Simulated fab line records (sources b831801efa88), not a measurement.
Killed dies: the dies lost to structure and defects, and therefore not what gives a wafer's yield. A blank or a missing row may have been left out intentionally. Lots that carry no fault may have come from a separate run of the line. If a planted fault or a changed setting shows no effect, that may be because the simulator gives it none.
Matching of chambers / flow gf180mcu / GF_V1_CVD_02 on pecvd-01: 3 sister chambers
The step deposits SiO2 from TEOS, target thk 850 nm, time 94.851 s. 3 wafers are shown with their chamber, then 8 later ones without.

== EACH WAFER AND ITS CHAMBER ==
wafer=L304.5; chamber=2; heater_power_w (W)=737
wafer=L304.6; chamber=0; heater_power_w (W)=548
wafer=L305.2; chamber=1; heater_power_w (W)=580

== WAFERS WITHOUT THEIR CHAMBER ==
wafer=L305.5; heater_power_w (W)=618
wafer=L305.6; heater_power_w (W)=757
wafer=L306.2; heater_power_w (W)=615
wafer=L306.4; heater_power_w (W)=583
wafer=L306.6; heater_power_w (W)=655
wafer=L308.1; heater_power_w (W)=636
wafer=L308.4; heater_power_w (W)=552
wafer=L308.5; heater_power_w (W)=687

== THE CHAMBER EACH PASSED THROUGH ==
wafer=L305.5; from the rows above=can't be placed: 1 or 0 or 2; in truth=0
wafer=L305.6; from the rows above=2; in truth=2
wafer=L306.2; from the rows above=can't be placed: 1 or 0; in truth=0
wafer=L306.4; from the rows above=can't be placed: 1 or 0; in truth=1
wafer=L306.6; from the rows above=can't be placed: 1 or 2 or 0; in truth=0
wafer=L308.1; from the rows above=can't be placed: 1 or 0 or 2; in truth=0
wafer=L308.4; from the rows above=can't be placed: 0 or 1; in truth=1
wafer=L308.5; from the rows above=can't be placed: 2 or 1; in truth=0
Correctly placed: 1 of 8. Unplaceable from these rows: 7, with the true chamber sitting among the candidates in 6. Wrongly placed: 0.
How it was worked out, from the rows above alone: a wafer's distance from a chamber is the root of the sum, over the readings, of the square of ((its reading less the chamber's mean) divided by the reading's scatter). If the next closest chamber is less than 2 further off than the closest, the wafer can't be placed; otherwise it belongs to the closest. Each chamber's mean is taken over the wafers shown for it. The scatter: with one shown wafer a chamber, the root of the mean of the squares of how far each hidden wafer lies from its nearest shown one.
